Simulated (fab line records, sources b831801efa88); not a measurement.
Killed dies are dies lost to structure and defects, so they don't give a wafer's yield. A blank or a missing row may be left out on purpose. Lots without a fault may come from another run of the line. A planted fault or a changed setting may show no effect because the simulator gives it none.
Problem report in the 8D (eight disciplines) form, filled by code | flow sky130 | the parts of the form that need people (team, actions taken, sign-off) are left out

1. THE PROBLEM
RES_XHIGH_RS at SKY_SD_N_RS_MEAS_18 reads a mean of 306.7 ohm/sq on 6 wafers of 2 lots; wafers without a fault read 333.2 ohm/sq with a standard deviation of 1. That is -27 standard deviations from the usual mean.
The step: measures by four-point-probe.
First seen on wafer L982.2, day 33 13:47, on film_metro-01. The record holds 36 wafers of 12 lots with a number at this step. Rule for "out", or "out of limits": more than 4 standard deviations from the usual mean. The other wafers with a number count as sound.

2. WHAT IT IS AND WHAT IT IS NOT
question                    | is                           | is not
which readings at this step | RES_XHIGH_RS                 | -
which lots                  | L982, L983                   | L965, L967, L968, L971, L972, L973, L974, L976, L977, L988
which wafers of those lots  | all that have a number       | -
read on which gauges        | film_metro-01, film_metro-03 | film_metro-04
when                        | from day 33 13:47            | up to then (27 sound wafers); but 3 sound wafers of L988 came after

3. SUSPECTS, AND WHAT RULES EACH OUT
Counting: a tool at a process step up to the reading stays a suspect if it ran every lot that is out and no sound lot after the first of them.
- the gauge at SKY_SD_N_RS_MEAS_18: ruled out. The wafers that are out were read on 2 gauges (film_metro-01, film_metro-03).
- implanter-03 at SKY_RES_XHIGH_IMPLANT_07: kept. It ran every lot that is out, first L982 (day 32 09:12), and no sound lot after that; its last sound lot up to then is L977 (day 30 16:29). Its own readings are out on those wafers: dose_ions_cm2.
Left after counting: implanter-03 at SKY_RES_XHIGH_IMPLANT_07.

4. THE CAUSE (what the simulator had put in)
Process parameter drift: implanter-03, from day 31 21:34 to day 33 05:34, at SKY_RES_XHIGH_IMPLANT_07. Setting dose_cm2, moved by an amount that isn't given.
Counting left only this tool.

5. THE CHAIN OF EFFECTS, in route order
Each row: a reading whose mean over the struck wafers that have a number lies more than 3 standard deviations from the usual. Only readings for which the record gives a usual standard deviation are gone through. hours: the time from each lot's start at the first step in this table that gives one to its start at this step, as a median over the lots. sigmas: the change in usual standard deviations.
hours | step                     | reading       | usual        | on struck wafers | change     | sigmas
0     | SKY_RES_XHIGH_IMPLANT_07 | dose_ions_cm2 | 3.601e+14    | 3.954e+14        | +3.532e+13 | +86
28    | SKY_SD_N_RS_MEAS_18      | RES_XHIGH_RS  | 333.2 ohm/sq | 306.7            | -26.5      | -27
The process steps in it:
- SKY_RES_XHIGH_IMPLANT_07

6. WHAT WOULD HAVE CAUGHT IT SOONER
In this record the first reading out of limits at a measuring or inspecting step was taken at day 33 13:47, 40 hours after the fault began at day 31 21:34.
The tool's own readings at SKY_RES_XHIGH_IMPLANT_07 were out on every struck wafer that the step has a row for (dose_ions_cm2): an alarm limit on them would have fired on the first of those.
All the lots that are out (2) had begun SKY_RES_XHIGH_IMPLANT_07 on implanter-03 by day 33 13:47. A hold on the tool at that time would have spared none of them.
